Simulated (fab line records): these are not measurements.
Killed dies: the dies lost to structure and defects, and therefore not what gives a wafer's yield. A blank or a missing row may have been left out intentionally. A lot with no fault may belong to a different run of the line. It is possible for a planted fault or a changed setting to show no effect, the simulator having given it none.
fab line records    flow gf180mcu
record lots=13  wafers=38  lastDay=34
route steps=602 shown HV_LDD@183 PSD@256 SALICIDE@281 CONTACT@304
lots that met no fault: taken from a fault-free run of the same line
startH: hours from the record's first day to the start of the lot's first wafer shown    waitH: hours from the lot's prior step to this one    " same as the row above    L1.1+2: a single row standing in for several wafers    - no value, or no start was given    * or withheld: withheld    < > ~ a bound
route shown NAME@n: a module of which the file shows steps, and the number in the route of the first    usual: mean and standard deviation over wafers with no fault    same: alike in all rows    chamber/n: place in a boat    sites: each site's reading    _std_site: the standard deviation of these    _edge_site: the outer-site mean with the inner-site mean subtracted    radiusMm: how far each site lies from the wafer's centre    mask NAME#n: copy n    behind: the tool/chamber that last shaped the wafer    hold: cause of the lot's hold/its duration in hours/its outcome    device: the transistor (n, p or np) that didn't switch    end of line: tests run on the same wafers once the route is complete    step lacking rows: just its recipe    killed: dies lost to structure and defects at the first sort, not the wafer's yield    map: a wafer's dies, x killed, . not, _ none there
set.NAME: setting as actually run; set.NAME@STEP: the setting as run at that earlier step    model.NAME: the simulator's own value behind a step, which no gauge read
one table for each step of the route and one row for each wafer, over a sample of lots
services: when a tool's chamber went out of use (startH, in hours from the record's first day, below 0 if earlier), for how many hours, and the reason
## steps
# step GF_HV_LDD_CD_MEAS_07
# recipe targetCdNm=400
# usual cdNm=400.2/2.4
lot.wafer  tool      chamber  startH  waitH  cdNm
L156.2     cdSem-01  -        212.34  0.1    402.2
L156.3     "         -        "       "      401.1
L156.6     "         -        "       "      402.1
L157.1     cdSem-01  -        217.72  0.1    402.7
L157.4     "         -        "       "      400.6
L157.6     "         -        "       "      400.3
L159.1     cdSem-02  -        239.32  0.1    404.0
L159.3     "         -        "       "      401.7
L159.5     "         -        "       "      403.3
L160.2     cdSem-01  -        244.34  0.1    396.5
L160.3     "         -        "       "      398.0
L160.4     "         -        "       "      396.8
L161.1     cdSem-01  -        250.80  0.1    398.9
L161.2     "         -        "       "      400.0
L161.5     "         -        "       "      398.8
L163.4     cdSem-01  -        266.78  0.1    393.8
L163.5     "         -        "       "      395.3
L163.6     "         -        "       "      392.9
L164.2     cdSem-02  -        282.77  0.1    399.1
L164.6     "         -        "       "      399.0
L166.2     cdSem-02  -        303.97  0.1    397.4
L166.5     "         -        "       "      397.9
L166.6     "         -        "       "      398.8
L173.2     cdSem-02  -        341.74  0.1    402.5
L173.4     "         -        "       "      398.1
L173.5     "         -        "       "      398.0
L175.1     cdSem-01  -        356.27  0.1    400.7
L175.4     "         -        "       "      402.5
L175.6     "         -        "       "      401.5
L176.1     cdSem-01  -        365.02  0.1    403.7
L176.3     "         -        "       "      401.1
L176.6     "         -        "       "      402.0
L177.1     cdSem-01  -        374.75  0.1    398.4
L177.3     "         -        "       "      398.2
L177.6     "         -        "       "      398.7
L179.3     cdSem-02  -        389.57  0.2    404.8
L179.4     "         -        "       "      405.1
L179.5     "         -        "       "      403.6
# step GF_PSD_OVL_MEAS_08
# usual PSD_OVL=-0.8/1.5
lot.wafer  tool        chamber  startH  waitH  PSD_OVL[nm]
L156.2     overlay-02  -        313.24  0.1    0.1
L156.3     "           -        "       "      0.7
L156.6     "           -        "       "      0.3
L157.1     overlay-02  -        318.50  0.1    0.7
L157.4     "           -        "       "      -2.1
L157.6     "           -        "       "      1.5
L159.1     overlay-01  -        344.12  0.1    0.2
L159.3     "           -        "       "      -0.8
L159.5     "           -        "       "      0.2
L160.2     overlay-02  -        348.95  0.1    -1.5
L160.3     "           -        "       "      -0.3
L160.4     "           -        "       "      -0.5
L161.1     overlay-02  -        357.53  0.1    -2.5
L161.2     "           -        "       "      -0.4
L161.5     "           -        "       "      -1.0
L163.4     overlay-01  -        376.30  0.1    -1.0
L163.5     "           -        "       "      -1.5
L163.6     "           -        "       "      -2.4
L164.2     overlay-02  -        393.72  0.1    -1.5
L164.6     "           -        "       "      0.3
L166.2     overlay-01  -        418.09  0.1    -0.4
L166.5     "           -        "       "      -3.5
L166.6     "           -        "       "      1.1
L173.2     overlay-01  -        462.07  0.1    -2.6
L173.4     "           -        "       "      -1.8
L173.5     "           -        "       "      -3.5
L175.1     overlay-02  -        478.48  0.1    0.0
L175.4     "           -        "       "      2.2
L175.6     "           -        "       "      0.7
L176.1     overlay-02  -        487.92  0.1    -1.7
L176.3     "           -        "       "      0.4
L176.6     "           -        "       "      -0.7
L177.1     overlay-01  -        499.92  0.1    -1.5
L177.3     "           -        "       "      -2.4
L177.6     "           -        "       "      -2.9
L179.3     overlay-02  -        512.55  0.1    1.9
L179.4     "           -        "       "      -1.2
L179.5     "           -        "       "      -0.4
# step GF_SALICIDE_SPUTTER_03
# recipe material=TiN  targetThkNm=20  powerW=6500  timeS=16.7  chamberPressurePa=0.4
# usual cathodeDcPowerW=6500.0/1.1  throttleValvePct=29.0/0.84
lot.wafer  tool           chamber  startH  waitH  cathodeDcPowerW  throttleValvePct
L156.2     pvdSputter-01  -        335.02  0.0    6499.8           27.6
L156.3     "              -        "       "      6500.9           29.6
L156.6     "              -        "       "      6499.1           29.6
L157.1     pvdSputter-01  -        341.19  0.0    6502.0           29.7
L157.4     "              -        "       "      6499.0           29.5
L157.6     "              -        "       "      6499.0           29.9
L159.1     pvdSputter-01  -        366.88  0.0    6500.7           29.1
L159.3     "              -        "       "      6498.5           29.7
L159.5     "              -        "       "      6499.4           27.6
L160.2     pvdSputter-03  -        371.84  0.0    6501.0           29.6
L160.3     "              -        "       "      6500.3           29.3
L160.4     "              -        "       "      6502.8           29.2
L161.1     pvdSputter-03  -        380.14  0.0    6499.2           28.9
L161.2     "              -        "       "      6499.7           29.1
L161.5     "              -        "       "      6501.2           29.3
L163.4     pvdSputter-02  -        400.24  0.0    6500.9           28.5
L163.5     "              -        "       "      6500.6           29.3
L163.6     "              -        "       "      6498.9           30.3
L164.2     pvdSputter-01  -        418.15  0.0    6500.5           29.4
L164.6     "              -        "       "      6498.9           29.6
L166.2     pvdSputter-01  -        443.77  0.0    6499.9           27.6
L166.5     "              -        "       "      6499.9           29.4
L166.6     "              -        "       "      6501.8           27.5
L173.2     pvdSputter-03  -        487.14  0.0    6498.7           29.0
L173.4     "              -        "       "      6499.4           29.0
L173.5     "              -        "       "      6499.1           29.4
L175.1     pvdSputter-01  -        503.87  0.0    6501.8           29.8
L175.4     "              -        "       "      6500.2           29.3
L175.6     "              -        "       "      6499.8           28.8
L176.1     pvdSputter-01  -        512.78  0.0    6499.1           30.1
L176.3     "              -        "       "      6498.6           27.7
L176.6     "              -        "       "      6501.1           29.4
L177.1     pvdSputter-01  -        524.17  0.0    6502.3           28.9
L177.3     "              -        "       "      6500.5           27.2
L177.6     "              -        "       "      6498.8           29.3
L179.3     pvdSputter-01  -        536.02  0.0    6500.4           29.7
L179.4     "              -        "       "      6500.3           29.4
L179.5     "              -        "       "      6500.6           28.9
# step GF_SALICIDE_RS_MEAS_04
# recipe thkMeasGauge=four-point-probe  reads=TiN_of_SALICIDE_SPUTTER_03+Co_of_SALICIDE_SPUTTER_02
# usual SALICIDE_TIN_RS=16.30/0.26
lot.wafer  tool          chamber  startH  waitH  SALICIDE_TIN_RS[ohm/sq]
L156.2     filmMetro-01  -        335.07  0.0    15.76
L156.3     "             -        "       "      16.01
L156.6     "             -        "       "      16.02
L157.1     filmMetro-01  -        341.21  0.0    16.69
L157.4     "             -        "       "      16.56
L157.6     "             -        "       "      16.51
L159.1     filmMetro-02  -        366.91  0.0    16.64
L159.3     "             -        "       "      16.46
L159.5     "             -        "       "      16.09
L160.2     filmMetro-04  -        371.88  0.0    16.44
L160.3     "             -        "       "      15.92
L160.4     "             -        "       "      16.02
L161.1     filmMetro-01  -        380.17  0.0    16.54
L161.2     "             -        "       "      16.07
L161.5     "             -        "       "      16.44
L163.4     filmMetro-02  -        400.33  0.1    16.46
L163.5     "             -        "       "      16.53
L163.6     "             -        "       "      16.84
L164.2     filmMetro-02  -        418.20  0.0    16.44
L164.6     "             -        "       "      13.90
L166.2     filmMetro-04  -        443.81  0.0    16.28
L166.5     "             -        "       "      16.24
L166.6     "             -        "       "      13.78
L173.2     filmMetro-04  -        487.18  0.0    16.32
L173.4     "             -        "       "      15.69
L173.5     "             -        "       "      16.04
L175.1     filmMetro-02  -        503.89  0.0    16.42
L175.4     "             -        "       "      16.38
L175.6     "             -        "       "      16.38
L176.1     filmMetro-02  -        512.81  0.0    16.36
L176.3     "             -        "       "      16.15
L176.6     "             -        "       "      16.37
L177.1     filmMetro-04  -        524.19  0.0    16.21
L177.3     "             -        "       "      16.21
L177.6     "             -        "       "      16.17
L179.3     filmMetro-01  -        536.08  0.1    16.49
L179.4     "             -        "       "      15.98
L179.5     "             -        "       "      15.88
# step GF_SALICIDE_THK_MEAS_05
# recipe thkMeasGauge=xrf  reads=TiN_of_SALICIDE_SPUTTER_03
# usual SALICIDE_TIN_THK=20.04/0.23
lot.wafer  tool          chamber  startH  waitH  SALICIDE_TIN_THK[nm]
L156.2     filmMetro-01  -        335.18  0.1    20.27
L156.3     "             -        "       "      19.97
L156.6     "             -        "       "      20.17
L157.1     filmMetro-01  -        341.33  0.1    20.21
L157.4     "             -        "       "      20.10
L157.6     "             -        "       "      20.21
L159.1     filmMetro-02  -        367.03  0.1    19.90
L159.3     "             -        "       "      19.85
L159.5     "             -        "       "      20.05
L160.2     filmMetro-04  -        371.99  0.1    20.38
L160.3     "             -        "       "      20.38
L160.4     "             -        "       "      20.56
L161.1     filmMetro-01  -        380.29  0.1    19.83
L161.2     "             -        "       "      20.00
L161.5     "             -        "       "      19.84
L163.4     filmMetro-02  -        400.42  0.1    20.14
L163.5     "             -        "       "      20.32
L163.6     "             -        "       "      20.06
L164.2     filmMetro-02  -        418.31  0.1    20.04
L164.6     "             -        "       "      29.83
L166.2     filmMetro-04  -        443.92  0.1    19.48
L166.5     "             -        "       "      19.69
L166.6     "             -        "       "      29.32
L173.2     filmMetro-04  -        487.29  0.1    19.40
L173.4     "             -        "       "      20.02
L173.5     "             -        "       "      19.88
L175.1     filmMetro-02  -        504.01  0.1    20.02
L175.4     "             -        "       "      20.01
L175.6     "             -        "       "      20.00
L176.1     filmMetro-02  -        512.93  0.1    20.57
L176.3     "             -        "       "      20.04
L176.6     "             -        "       "      20.35
L177.1     filmMetro-04  -        524.31  0.1    19.94
L177.3     "             -        "       "      19.81
L177.6     "             -        "       "      20.14
L179.3     filmMetro-01  -        536.18  0.1    20.39
L179.4     "             -        "       "      20.17
L179.5     "             -        "       "      20.33
# step GF_CONTACT_ETCH_17
# recipe chemistry=C4F8/O2/Ar  maskMaterial=KrF  target=SiO2  stopOn=CoSi2  sourceW=1500  biasW=1200  pressureMtorr=40  c4f8FlowSccm=withheld  O2_flow_sccm=6  Ar_flow_sccm=300  timeS=withheld  targetDepthA=8600
# usual oesProductAu=0.815/0.0049  rfFwdPowerW=1495/4.9
lot.wafer  tool        chamber  startH  waitH  oesProductAu  rfFwdPowerW
L156.2     rieDiel-04  0        -       -      0.817         1495
L156.3     "           3        "       "      0.810         1492
L156.6     "           2        "       "      0.814         1488
L157.1     rieDiel-04  2        -       -      0.816         1491
L157.4     "           1        "       "      0.820         1498
L157.6     "           2        "       "      0.822         1484
L159.1     rieDiel-02  3        -       -      0.818         1494
L159.3     "           1        "       "      0.810         1494
L159.5     "           2        "       "      0.819         1497
L160.2     rieDiel-02  2        -       -      0.813         1498
L160.3     "           3        "       "      0.818         1490
L160.4     "           0        "       "      0.818         1497
L161.1     rieDiel-02  2        -       -      0.823         1496
L161.2     "           1        "       "      0.807         1494
L161.5     "           3        "       "      0.814         1490
L163.4     rieDiel-04  2        -       -      0.819         1491
L163.5     "           0        "       "      0.816         1505
L163.6     "           3        "       "      0.819         1496
L164.2     rieDiel-04  0        -       -      0.814         1492
L164.6     "           1        "       "      0.810         1500
L166.2     rieDiel-02  1        -       -      0.814         1499
L166.5     "           3        "       "      0.816         1489
L166.6     "           2        "       "      0.821         1498
L173.2     rieDiel-02  1        -       -      0.811         1493
L173.4     "           2        "       "      0.814         1493
L173.5     "           2        "       "      0.814         1496
L175.1     rieDiel-01  1        -       -      0.819         1497
L175.4     "           2        "       "      0.815         1494
L175.6     "           1        "       "      0.812         1505
L176.1     rieDiel-02  1        -       -      0.802         1498
L176.3     "           2        "       "      0.817         1505
L176.6     "           3        "       "      0.819         1496
L177.1     rieDiel-02  1        -       -      0.820         1484
L177.3     "           3        "       "      0.815         1487
L177.6     "           1        "       "      0.805         1490
L179.3     rieDiel-02  0        -       -      0.802         1496
L179.4     "           1        "       "      0.808         1496
L179.5     "           1        "       "      0.806         1492
## services
tool           chamber  startH  hours  kind
pvdSputter-02  -        315.88  3.1    repair
pvdSputter-03  2        317.20  -      consumableReplace:kit
pvdSputter-03  2        317.20  18.0   scheduledDown
rieDiel-02     3        355.30  4.7    repair
rieDiel-04     2        374.52  3.1    repair
rieDiel-01     1        409.87  12.1   repair
pvdSputter-02  -        415.34  110.0  repair
rieDiel-02     1        419.51  -      clean
rieDiel-02     1        419.51  26.1   scheduledDown
rieDiel-02     1        419.51  26.1   ventCycle
rieDiel-01     -        426.37  0.5    repair
rieDiel-02     3        449.94  -      clean
rieDiel-02     3        449.94  16.1   scheduledDown
rieDiel-02     3        449.94  16.1   ventCycle
rieDiel-04     3        451.61  5.6    repair
rieDiel-04     0        507.40  -      clean
rieDiel-04     0        507.40  14.4   scheduledDown
rieDiel-04     0        507.40  14.4   ventCycle
rieDiel-01     1        513.99  5.8    repair
pvdSputter-03  -        521.86  11.9   repair
rieDiel-04     -        527.83  1.1    repair
pvdSputter-01  2        537.60  -      consumableReplace:kit
pvdSputter-01  2        537.60  18.0   scheduledDown
pvdSputter-01  2        537.60  18.0   ventCycle
## key
firstSign step=GF_SALICIDE_RS_MEAS_04  reading=SALICIDE_TIN_RS  direction=down  sigmas=9.6  usual=16.30  struck=13.84
effect step=GF_SALICIDE_THK_MEAS_05  reading=SALICIDE_TIN_THK  direction=up  sigmas=41  usual=20.04  struck=29.58
metAt GF_SALICIDE_SPUTTER_03
struckLots L164,L166
struckWafers L164.6,L166.6
testerLeftOut L164,L166
notActingAt GF_HV_LDD_CD_MEAS_07,GF_PSD_OVL_MEAS_08,GF_CONTACT_ETCH_17
onsetBetween 366.88 418.15
fault kind=processParameterDrift  tool=pvdSputter-01  chamber=-  onsetH=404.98  steps=GF_SALICIDE_SPUTTER_03  channel=targetThkNm  offset=9.7756  shape=step  endH=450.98  scope=struckWafersOnly  actsIn=theseRecipesOnly  stated=20
# testerLeftOut: of these lots the tester's yield and bins aren't shown, on N5 and GAA mostly nor the transistor test; their killed dies are dies lost to structure and defects alone, not to doping, threshold or leakage, so they don't give the yield
